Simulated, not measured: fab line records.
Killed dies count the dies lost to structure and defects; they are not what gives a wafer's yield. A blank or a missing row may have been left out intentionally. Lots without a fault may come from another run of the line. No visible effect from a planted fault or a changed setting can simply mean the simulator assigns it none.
fab line records / flow sky130 / part 2 of 2: steps 24 to 32 of 32
[record] lots = 5 wafers = 15 last-day = 50
route steps=708 shown VIA2@520 METAL3@532 CAPM@537
lots with no fault: from the same line, run without faults
start-h: the number of hours between the record's first day and the start of the first shown wafer of the lot / wait-h: hours from the lot's prior step to this one / " identical to the entry in the row above / L1.1+2: a single row standing in for several wafers / - either no value or no given start / * or withheld: withheld / < > ~ a bound
route shown NAME@n: names a module that has steps shown in the file, with the first one's number in the route / usual: mean and standard deviation over wafers with no fault / same: alike in all rows / chamber/n: place in a boat / sites: the reading at each site / _std_site: standard deviation across them / _edge_site: inner sites' mean taken away from outer sites' mean / radius-mm: for every site, how far away it sits from the centre of the wafer / mask NAME#n: copy n / behind: the most recent tool/chamber to have shaped the wafer / hold: the reason the lot was held/the length of the hold in hours/how it ended / device: names the non-switching transistor (n, p or np) / end of line: at the end of the route, the tests of the same wafers / a step without rows: its recipe alone / killed: dies lost to structure and defects at the first sort, not the wafer's yield / map: the dies of a wafer, with x for killed, . for not killed, _ for no die there
set.NAME: the setting that was run; set.NAME@STEP: the one run at that earlier step / model.NAME: the simulator's own value behind a step, which no gauge read
lots seen at some steps along the route; tables by step, rows by wafer
services: when a tool's chamber went out of use (start-h, in hours from the record's first day, below 0 if earlier), for how many hours, and the reason
[[steps]]
[step SKY_CAPM_HMDS_06]
[recipe] prime-time-s = 60 prime-temp-c = 120
[usual] exhaust-pa = 45.0/0.98
lot.wafer=L078.1 tool=litho-track-03 chamber=0 start-h=909.86 wait-h=0.1 exhaust-pa=44.2
lot.wafer=L078.2 tool=litho-track-03 chamber=0 start-h=909.86 wait-h=0.1 exhaust-pa=43.9
lot.wafer=L078.4 tool=litho-track-03 chamber=0 start-h=909.86 wait-h=0.1 exhaust-pa=45.0
lot.wafer=L080.3 tool=litho-track-02 chamber=0 start-h=928.66 wait-h=0.1 exhaust-pa=44.2
lot.wafer=L080.4 tool=litho-track-02 chamber=0 start-h=928.66 wait-h=0.1 exhaust-pa=45.5
lot.wafer=L080.5 tool=litho-track-02 chamber=0 start-h=928.66 wait-h=0.1 exhaust-pa=45.0
lot.wafer=L081.3 tool=litho-track-03 chamber=0 start-h=936.61 wait-h=0.1 exhaust-pa=46.1
lot.wafer=L081.5 tool=litho-track-03 chamber=0 start-h=936.61 wait-h=0.1 exhaust-pa=46.6
lot.wafer=L081.6 tool=litho-track-03 chamber=0 start-h=936.61 wait-h=0.1 exhaust-pa=45.2
lot.wafer=L090.2 tool=litho-track-02 chamber=0 start-h=986.19 wait-h=0.1 exhaust-pa=46.2
lot.wafer=L090.3 tool=litho-track-02 chamber=0 start-h=986.19 wait-h=0.1 exhaust-pa=46.4
lot.wafer=L090.4 tool=litho-track-02 chamber=0 start-h=986.19 wait-h=0.1 exhaust-pa=45.9
lot.wafer=L094.1 tool=litho-track-02 chamber=0 start-h=1016.11 wait-h=0.1 exhaust-pa=45.5
lot.wafer=L094.2 tool=litho-track-02 chamber=0 start-h=1016.11 wait-h=0.1 exhaust-pa=44.4
lot.wafer=L094.6 tool=litho-track-02 chamber=0 start-h=1016.11 wait-h=0.1 exhaust-pa=45.0
[step SKY_CAPM_COAT_07]
[recipe] resist = NOVOLAK spin-rpm = 3000 resist-thk-nm = 1140
[usual] exhaust-pa = 45.0/0.9
lot.wafer=L078.1 tool=litho-track-03 chamber=0 start-h=910.01 wait-h=0.1 exhaust-pa=44.7
lot.wafer=L078.2 tool=litho-track-03 chamber=0 start-h=910.01 wait-h=0.1 exhaust-pa=45.6
lot.wafer=L078.4 tool=litho-track-03 chamber=0 start-h=910.01 wait-h=0.1 exhaust-pa=45.0
lot.wafer=L080.3 tool=litho-track-02 chamber=0 start-h=928.81 wait-h=0.1 exhaust-pa=44.8
lot.wafer=L080.4 tool=litho-track-02 chamber=0 start-h=928.81 wait-h=0.1 exhaust-pa=44.9
lot.wafer=L080.5 tool=litho-track-02 chamber=0 start-h=928.81 wait-h=0.1 exhaust-pa=46.1
lot.wafer=L081.3 tool=litho-track-03 chamber=0 start-h=936.76 wait-h=0.1 exhaust-pa=47.1
lot.wafer=L081.5 tool=litho-track-03 chamber=0 start-h=936.76 wait-h=0.1 exhaust-pa=44.3
lot.wafer=L081.6 tool=litho-track-03 chamber=0 start-h=936.76 wait-h=0.1 exhaust-pa=44.9
lot.wafer=L090.2 tool=litho-track-02 chamber=0 start-h=986.34 wait-h=0.1 exhaust-pa=45.0
lot.wafer=L090.3 tool=litho-track-02 chamber=0 start-h=986.34 wait-h=0.1 exhaust-pa=44.9
lot.wafer=L090.4 tool=litho-track-02 chamber=0 start-h=986.34 wait-h=0.1 exhaust-pa=44.6
lot.wafer=L094.1 tool=litho-track-02 chamber=0 start-h=1016.26 wait-h=0.1 exhaust-pa=44.5
lot.wafer=L094.2 tool=litho-track-02 chamber=0 start-h=1016.26 wait-h=0.1 exhaust-pa=44.0
lot.wafer=L094.6 tool=litho-track-02 chamber=0 start-h=1016.26 wait-h=0.1 exhaust-pa=44.1
[step SKY_CAPM_SOFTBAKE_08]
[recipe] temp-c = 90 time-s = 60 resist = NOVOLAK
[usual] exhaust-pa = 44.7/0.98
lot.wafer=L078.1 tool=litho-track-03 chamber=0 start-h=910.16 wait-h=0.1 exhaust-pa=43.1
lot.wafer=L078.2 tool=litho-track-03 chamber=0 start-h=910.16 wait-h=0.1 exhaust-pa=43.7
lot.wafer=L078.4 tool=litho-track-03 chamber=0 start-h=910.16 wait-h=0.1 exhaust-pa=43.0
lot.wafer=L080.3 tool=litho-track-02 chamber=0 start-h=928.96 wait-h=0.1 exhaust-pa=43.8
lot.wafer=L080.4 tool=litho-track-02 chamber=0 start-h=928.96 wait-h=0.1 exhaust-pa=44.5
lot.wafer=L080.5 tool=litho-track-02 chamber=0 start-h=928.96 wait-h=0.1 exhaust-pa=45.8
lot.wafer=L081.3 tool=litho-track-03 chamber=0 start-h=936.91 wait-h=0.1 exhaust-pa=46.6
lot.wafer=L081.5 tool=litho-track-03 chamber=0 start-h=936.91 wait-h=0.1 exhaust-pa=45.9
lot.wafer=L081.6 tool=litho-track-03 chamber=0 start-h=936.91 wait-h=0.1 exhaust-pa=44.8
lot.wafer=L090.2 tool=litho-track-02 chamber=0 start-h=986.49 wait-h=0.1 exhaust-pa=46.3
lot.wafer=L090.3 tool=litho-track-02 chamber=0 start-h=986.49 wait-h=0.1 exhaust-pa=44.7
lot.wafer=L090.4 tool=litho-track-02 chamber=0 start-h=986.49 wait-h=0.1 exhaust-pa=45.2
lot.wafer=L094.1 tool=litho-track-02 chamber=0 start-h=1016.41 wait-h=0.1 exhaust-pa=45.4
lot.wafer=L094.2 tool=litho-track-02 chamber=0 start-h=1016.41 wait-h=0.1 exhaust-pa=45.6
lot.wafer=L094.6 tool=litho-track-02 chamber=0 start-h=1016.41 wait-h=0.1 exhaust-pa=45.9
[step SKY_CAPM_EXPOSE_09]
[recipe] mask-id = CAPM na = 0.6 source-shape = conventional sigma-outer = 0.6 polarization = unpolarized target-cd-nm = 1000 dose-mj = 159
[usual] focus-offset-nm = 0.1/0.53
lot.wafer=L078.1 tool=iline-stepper-02 chamber=0 start-h=- wait-h=- mask=CAPM#0 focus-offset-nm=0.3
lot.wafer=L078.2 tool=iline-stepper-02 chamber=0 start-h=- wait-h=- mask=CAPM#0 focus-offset-nm=-0.1
lot.wafer=L078.4 tool=iline-stepper-02 chamber=0 start-h=- wait-h=- mask=CAPM#0 focus-offset-nm=-0.1
lot.wafer=L080.3 tool=iline-stepper-02 chamber=0 start-h=- wait-h=- mask=CAPM#0 focus-offset-nm=-0.7
lot.wafer=L080.4 tool=iline-stepper-02 chamber=0 start-h=- wait-h=- mask=CAPM#0 focus-offset-nm=-0.1
lot.wafer=L080.5 tool=iline-stepper-02 chamber=0 start-h=- wait-h=- mask=CAPM#0 focus-offset-nm=-1.0
lot.wafer=L081.3 tool=iline-stepper-01 chamber=0 start-h=- wait-h=- mask=CAPM#0 focus-offset-nm=-1.0
lot.wafer=L081.5 tool=iline-stepper-01 chamber=0 start-h=- wait-h=- mask=CAPM#0 focus-offset-nm=-0.5
lot.wafer=L081.6 tool=iline-stepper-01 chamber=0 start-h=- wait-h=- mask=CAPM#0 focus-offset-nm=-0.3
lot.wafer=L090.2 tool=iline-stepper-02 chamber=0 start-h=- wait-h=- mask=CAPM#0 focus-offset-nm=-0.2
lot.wafer=L090.3 tool=iline-stepper-02 chamber=0 start-h=- wait-h=- mask=CAPM#0 focus-offset-nm=0.0
lot.wafer=L090.4 tool=iline-stepper-02 chamber=0 start-h=- wait-h=- mask=CAPM#0 focus-offset-nm=-0.2
lot.wafer=L094.1 tool=iline-stepper-01 chamber=0 start-h=- wait-h=- mask=CAPM#0 focus-offset-nm=0.3
lot.wafer=L094.2 tool=iline-stepper-01 chamber=0 start-h=- wait-h=- mask=CAPM#0 focus-offset-nm=-0.2
lot.wafer=L094.6 tool=iline-stepper-01 chamber=0 start-h=- wait-h=- mask=CAPM#0 focus-offset-nm=0.2
[step SKY_CAPM_PEB_10]
[recipe] temp-c = withheld time-s = * resist = NOVOLAK
[usual] exhaust-pa = 44.9/0.79
lot.wafer=L078.1 tool=litho-track-02 chamber=0 start-h=- wait-h=- exhaust-pa=45.8
lot.wafer=L078.2 tool=litho-track-02 chamber=0 start-h=- wait-h=- exhaust-pa=46.1
lot.wafer=L078.4 tool=litho-track-02 chamber=0 start-h=- wait-h=- exhaust-pa=44.7
lot.wafer=L080.3 tool=litho-track-01 chamber=0 start-h=- wait-h=- exhaust-pa=45.5
lot.wafer=L080.4 tool=litho-track-01 chamber=0 start-h=- wait-h=- exhaust-pa=44.8
lot.wafer=L080.5 tool=litho-track-01 chamber=0 start-h=- wait-h=- exhaust-pa=44.9
lot.wafer=L081.3 tool=litho-track-03 chamber=0 start-h=- wait-h=- exhaust-pa=44.6
lot.wafer=L081.5 tool=litho-track-03 chamber=0 start-h=- wait-h=- exhaust-pa=45.5
lot.wafer=L081.6 tool=litho-track-03 chamber=0 start-h=- wait-h=- exhaust-pa=44.0
lot.wafer=L090.2 tool=litho-track-01 chamber=0 start-h=- wait-h=- exhaust-pa=44.3
lot.wafer=L090.3 tool=litho-track-01 chamber=0 start-h=- wait-h=- exhaust-pa=45.4
lot.wafer=L090.4 tool=litho-track-01 chamber=0 start-h=- wait-h=- exhaust-pa=45.7
lot.wafer=L094.1 tool=litho-track-01 chamber=0 start-h=- wait-h=- exhaust-pa=45.0
lot.wafer=L094.2 tool=litho-track-01 chamber=0 start-h=- wait-h=- exhaust-pa=45.8
lot.wafer=L094.6 tool=litho-track-01 chamber=0 start-h=- wait-h=- exhaust-pa=45.2
[step SKY_CAPM_DEVELOP_11]
[recipe] resist = NOVOLAK developer = TMAH develop-time-s = 60 dev-temp-c = 23
[usual] developer-temp-C = 22.99/0.1 exhaust-pa = 45.0/0.87
lot.wafer=L078.1 tool=litho-track-02 chamber=0 start-h=922.26 wait-h=0.1 developer-temp-C=23.00 exhaust-pa=46.6
lot.wafer=L078.2 tool=litho-track-02 chamber=0 start-h=922.26 wait-h=0.1 developer-temp-C=23.01 exhaust-pa=45.9
lot.wafer=L078.4 tool=litho-track-02 chamber=0 start-h=922.26 wait-h=0.1 developer-temp-C=22.94 exhaust-pa=45.3
lot.wafer=L080.3 tool=litho-track-01 chamber=0 start-h=941.75 wait-h=0.1 developer-temp-C=23.31 exhaust-pa=45.5
lot.wafer=L080.4 tool=litho-track-01 chamber=0 start-h=941.75 wait-h=0.1 developer-temp-C=22.94 exhaust-pa=45.5
lot.wafer=L080.5 tool=litho-track-01 chamber=0 start-h=941.75 wait-h=0.1 developer-temp-C=23.14 exhaust-pa=45.7
lot.wafer=L081.3 tool=litho-track-03 chamber=0 start-h=948.51 wait-h=0.1 developer-temp-C=22.89 exhaust-pa=43.8
lot.wafer=L081.5 tool=litho-track-03 chamber=0 start-h=948.51 wait-h=0.1 developer-temp-C=22.95 exhaust-pa=44.4
lot.wafer=L081.6 tool=litho-track-03 chamber=0 start-h=948.51 wait-h=0.1 developer-temp-C=22.88 exhaust-pa=44.4
lot.wafer=L090.2 tool=litho-track-01 chamber=0 start-h=997.73 wait-h=0.1 developer-temp-C=22.84 exhaust-pa=44.2
lot.wafer=L090.3 tool=litho-track-01 chamber=0 start-h=997.73 wait-h=0.1 developer-temp-C=22.78 exhaust-pa=44.4
lot.wafer=L090.4 tool=litho-track-01 chamber=0 start-h=997.73 wait-h=0.1 developer-temp-C=22.87 exhaust-pa=45.3
lot.wafer=L094.1 tool=litho-track-01 chamber=0 start-h=1026.75 wait-h=0.1 developer-temp-C=22.84 exhaust-pa=46.9
lot.wafer=L094.2 tool=litho-track-01 chamber=0 start-h=1026.75 wait-h=0.1 developer-temp-C=22.90 exhaust-pa=47.2
lot.wafer=L094.6 tool=litho-track-01 chamber=0 start-h=1026.75 wait-h=0.1 developer-temp-C=22.89 exhaust-pa=47.3
[step SKY_CAPM_OVL_MEAS_12]
[usual] CAPM_OVL = 0.0/1.4
lot.wafer=L078.1 tool=overlay-02 chamber=- start-h=922.41 wait-h=0.1 CAPM_OVL[nm]=0.2
lot.wafer=L078.2 tool=overlay-02 chamber=- start-h=922.41 wait-h=0.1 CAPM_OVL[nm]=-0.7
lot.wafer=L078.4 tool=overlay-02 chamber=- start-h=922.41 wait-h=0.1 CAPM_OVL[nm]=-1.8
lot.wafer=L080.3 tool=overlay-01 chamber=- start-h=941.86 wait-h=0.1 CAPM_OVL[nm]=0.6
lot.wafer=L080.4 tool=overlay-01 chamber=- start-h=941.86 wait-h=0.1 CAPM_OVL[nm]=1.8
lot.wafer=L080.5 tool=overlay-01 chamber=- start-h=941.86 wait-h=0.1 CAPM_OVL[nm]=1.4
lot.wafer=L081.3 tool=overlay-01 chamber=- start-h=948.62 wait-h=0.1 CAPM_OVL[nm]=0.1
lot.wafer=L081.5 tool=overlay-01 chamber=- start-h=948.62 wait-h=0.1 CAPM_OVL[nm]=-0.8
lot.wafer=L081.6 tool=overlay-01 chamber=- start-h=948.62 wait-h=0.1 CAPM_OVL[nm]=-0.2
lot.wafer=L090.2 tool=overlay-02 chamber=- start-h=997.86 wait-h=0.1 CAPM_OVL[nm]=1.1
lot.wafer=L090.3 tool=overlay-02 chamber=- start-h=997.86 wait-h=0.1 CAPM_OVL[nm]=0.7
lot.wafer=L090.4 tool=overlay-02 chamber=- start-h=997.86 wait-h=0.1 CAPM_OVL[nm]=1.6
lot.wafer=L094.1 tool=overlay-02 chamber=- start-h=1026.90 wait-h=0.1 CAPM_OVL[nm]=-0.3
lot.wafer=L094.2 tool=overlay-02 chamber=- start-h=1026.90 wait-h=0.1 CAPM_OVL[nm]=-2.0
lot.wafer=L094.6 tool=overlay-02 chamber=- start-h=1026.90 wait-h=0.1 CAPM_OVL[nm]=0.7
[step SKY_CAPM_METAL_ETCH_13]
[recipe] target-depth-nm = 220 stop-on = SiO2 chemistry = Cl2/BCl3 target = TiN pressure-mtorr = 10 icp-w = 900 bias-w = 48.5 Cl2_flow_sccm = 60 bcl3-flow-sccm = 30 time-s = 62.9
[usual] drypump-motor-current-A = 5.9/0.65 oes-product-au = 0.938/0.0073 rf-fwd-power-W = 893/3.6 throttle-valve-pct = 21.905/0.0097
lot.wafer=L078.1 tool=rie-metal-01 chamber=1 start-h=922.45 wait-h=0.0 drypump-motor-current-A=5.8 oes-product-au=0.937 rf-fwd-power-W=899 rf-hours-counter-h=1 throttle-valve-pct=21.911
lot.wafer=L078.2 tool=rie-metal-01 chamber=0 start-h=922.45 wait-h=0.0 drypump-motor-current-A=6.4 oes-product-au=0.933 rf-fwd-power-W=892 rf-hours-counter-h=11 throttle-valve-pct=21.920
lot.wafer=L078.4 tool=rie-metal-01 chamber=1 start-h=922.45 wait-h=0.0 drypump-motor-current-A=5.8 oes-product-au=0.932 rf-fwd-power-W=892 rf-hours-counter-h=- throttle-valve-pct=21.913
lot.wafer=L080.3 tool=rie-metal-01 chamber=0 start-h=941.91 wait-h=0.0 drypump-motor-current-A=6.5 oes-product-au=0.933 rf-fwd-power-W=891 rf-hours-counter-h=- throttle-valve-pct=21.914
lot.wafer=L080.4 tool=rie-metal-01 chamber=1 start-h=941.91 wait-h=0.0 drypump-motor-current-A=5.8 oes-product-au=0.940 rf-fwd-power-W=898 rf-hours-counter-h=- throttle-valve-pct=21.899
lot.wafer=L080.5 tool=rie-metal-01 chamber=0 start-h=941.91 wait-h=0.0 drypump-motor-current-A=6.4 oes-product-au=0.942 rf-fwd-power-W=891 rf-hours-counter-h=- throttle-valve-pct=21.904
lot.wafer=L081.3 tool=rie-metal-01 chamber=0 start-h=948.67 wait-h=0.0 drypump-motor-current-A=6.4 oes-product-au=0.938 rf-fwd-power-W=891 rf-hours-counter-h=- throttle-valve-pct=21.911
lot.wafer=L081.5 tool=rie-metal-01 chamber=0 start-h=948.67 wait-h=0.0 drypump-motor-current-A=6.5 oes-product-au=0.937 rf-fwd-power-W=894 rf-hours-counter-h=- throttle-valve-pct=21.899
lot.wafer=L081.6 tool=rie-metal-01 chamber=1 start-h=948.67 wait-h=0.0 drypump-motor-current-A=5.8 oes-product-au=0.932 rf-fwd-power-W=894 rf-hours-counter-h=- throttle-valve-pct=21.889
lot.wafer=L090.2 tool=rie-metal-01 chamber=1 start-h=997.89 wait-h=0.0 drypump-motor-current-A=5.8 oes-product-au=0.932 rf-fwd-power-W=898 rf-hours-counter-h=6 throttle-valve-pct=21.904
lot.wafer=L090.3 tool=rie-metal-01 chamber=0 start-h=997.89 wait-h=0.0 drypump-motor-current-A=6.5 oes-product-au=0.941 rf-fwd-power-W=886 rf-hours-counter-h=- throttle-valve-pct=21.906
lot.wafer=L090.4 tool=rie-metal-01 chamber=1 start-h=997.89 wait-h=0.0 drypump-motor-current-A=5.8 oes-product-au=0.933 rf-fwd-power-W=897 rf-hours-counter-h=- throttle-valve-pct=21.892
lot.wafer=L094.1 tool=rie-metal-02 chamber=1 start-h=1026.94 wait-h=0.0 drypump-motor-current-A=6.5 oes-product-au=0.933 rf-fwd-power-W=892 rf-hours-counter-h=15 throttle-valve-pct=21.900
lot.wafer=L094.2 tool=rie-metal-02 chamber=0 start-h=1026.94 wait-h=0.0 drypump-motor-current-A=4.8 oes-product-au=0.940 rf-fwd-power-W=891 rf-hours-counter-h=21 throttle-valve-pct=21.912
lot.wafer=L094.6 tool=rie-metal-02 chamber=1 start-h=1026.94 wait-h=0.0 drypump-motor-current-A=6.5 oes-product-au=0.939 rf-fwd-power-W=891 rf-hours-counter-h=- throttle-valve-pct=21.907
[step SKY_CAPM_STRIP_14]
[recipe] chemistry = O2/N2 power-w = 1400 pressure-mtorr = 1500 platen-temp-c = withheld o2-flow-sccm = 3000 n2-flow-sccm = 300 overash-fraction = 0.5
[usual] drypump-motor-current-A = 5.6/0.55 oes-product-au = 0.710/0.0048 strip-time-to-endpoint-s = 12.65/0.044
[same] overash-fraction = 0.5
lot.wafer=L078.1 tool=plasma-asher-01 chamber=1 start-h=922.53 wait-h=0.1 drypump-motor-current-A=6.1 oes-product-au=0.709 rf-hours-counter-h=50 strip-time-to-endpoint-s=12.62
lot.wafer=L078.2 tool=plasma-asher-01 chamber=0 start-h=922.53 wait-h=0.1 drypump-motor-current-A=5.0 oes-product-au=0.713 rf-hours-counter-h=50 strip-time-to-endpoint-s=12.59
lot.wafer=L078.4 tool=plasma-asher-01 chamber=1 start-h=922.53 wait-h=0.1 drypump-motor-current-A=6.1 oes-product-au=0.706 rf-hours-counter-h=- strip-time-to-endpoint-s=12.65
lot.wafer=L080.3 tool=plasma-asher-04 chamber=1 start-h=942.00 wait-h=0.1 drypump-motor-current-A=6.3 oes-product-au=0.708 rf-hours-counter-h=- strip-time-to-endpoint-s=12.59
lot.wafer=L080.4 tool=plasma-asher-04 chamber=0 start-h=942.00 wait-h=0.1 drypump-motor-current-A=5.0 oes-product-au=0.716 rf-hours-counter-h=- strip-time-to-endpoint-s=12.55
lot.wafer=L080.5 tool=plasma-asher-04 chamber=1 start-h=942.00 wait-h=0.1 drypump-motor-current-A=6.3 oes-product-au=0.716 rf-hours-counter-h=- strip-time-to-endpoint-s=12.61
lot.wafer=L081.3 tool=plasma-asher-04 chamber=0 start-h=948.76 wait-h=0.1 drypump-motor-current-A=5.0 oes-product-au=0.712 rf-hours-counter-h=- strip-time-to-endpoint-s=12.64
lot.wafer=L081.5 tool=plasma-asher-04 chamber=1 start-h=948.76 wait-h=0.1 drypump-motor-current-A=6.4 oes-product-au=0.718 rf-hours-counter-h=- strip-time-to-endpoint-s=12.63
lot.wafer=L081.6 tool=plasma-asher-04 chamber=0 start-h=948.76 wait-h=0.1 drypump-motor-current-A=5.0 oes-product-au=0.707 rf-hours-counter-h=- strip-time-to-endpoint-s=12.58
lot.wafer=L090.2 tool=plasma-asher-01 chamber=0 start-h=997.97 wait-h=0.1 drypump-motor-current-A=5.0 oes-product-au=0.706 rf-hours-counter-h=58 strip-time-to-endpoint-s=12.65
lot.wafer=L090.3 tool=plasma-asher-01 chamber=0 start-h=997.97 wait-h=0.1 drypump-motor-current-A=5.0 oes-product-au=0.715 rf-hours-counter-h=- strip-time-to-endpoint-s=12.68
lot.wafer=L090.4 tool=plasma-asher-01 chamber=1 start-h=997.97 wait-h=0.1 drypump-motor-current-A=6.1 oes-product-au=0.720 rf-hours-counter-h=- strip-time-to-endpoint-s=12.66
lot.wafer=L094.1 tool=plasma-asher-01 chamber=1 start-h=1027.02 wait-h=0.1 drypump-motor-current-A=6.1 oes-product-au=0.716 rf-hours-counter-h=61 strip-time-to-endpoint-s=12.61
lot.wafer=L094.2 tool=plasma-asher-01 chamber=0 start-h=1027.02 wait-h=0.1 drypump-motor-current-A=5.0 oes-product-au=0.707 rf-hours-counter-h=61 strip-time-to-endpoint-s=12.65
lot.wafer=L094.6 tool=plasma-asher-01 chamber=0 start-h=1027.02 wait-h=0.1 drypump-motor-current-A=5.0 oes-product-au=0.718 rf-hours-counter-h=- strip-time-to-endpoint-s=12.56
[[services]]
tool=rie-diel-01 chamber=- start-h=879.27 hours=0.9 kind=repair
tool=cmp-02 chamber=- start-h=882.07 hours=0.6 kind=repair
tool=cvd-w-01 chamber=0 start-h=898.67 hours=4.3 kind=repair
tool=cvd-w-01 chamber=- start-h=904.00 hours=14.0 kind=pm
tool=cmp-01 chamber=- start-h=909.31 hours=0.3 kind=repair
tool=rie-diel-03 chamber=3 start-h=910.74 hours=1.9 kind=repair
tool=wet-bench-04 chamber=- start-h=914.84 hours=32.5 kind=repair
tool=cvd-w-01 chamber=1 start-h=922.73 hours=13.2 kind=repair
tool=pecvd-01 chamber=- start-h=933.69 hours=14.6 kind=pm
tool=rie-metal-01 chamber=1 start-h=934.01 hours=1.2 kind=repair
tool=wet-bench-01 chamber=- start-h=935.95 hours=5.6 kind=repair
tool=cvd-w-01 chamber=- start-h=949.52 hours=6.0 kind=pm
tool=rie-metal-01 chamber=- start-h=951.07 hours=2.8 kind=pm
tool=wet-bench-01 chamber=- start-h=955.12 hours=5.2 kind=repair
tool=rie-diel-03 chamber=1 start-h=960.49 hours=13.2 kind=repair
tool=pecvd-01 chamber=- start-h=960.78 hours=1.2 kind=repair
tool=pecvd-01 chamber=0 start-h=967.03 hours=11.8 kind=repair
tool=iline-stepper-02 chamber=- start-h=970.25 hours=1.7 kind=pm
tool=rie-diel-01 chamber=- start-h=983.21 hours=0.4 kind=repair
tool=pvd-sputter-04 chamber=- start-h=983.99 hours=1.9 kind=repair
tool=cmp-01 chamber=- start-h=989.97 hours=4.3 kind=pm
tool=cmp-01 chamber=- start-h=1002.88 hours=1.0 kind=repair
tool=plasma-asher-03 chamber=- start-h=1006.01 hours=2.8 kind=pm
tool=cmp-01 chamber=- start-h=1006.92 hours=15.1 kind=pm
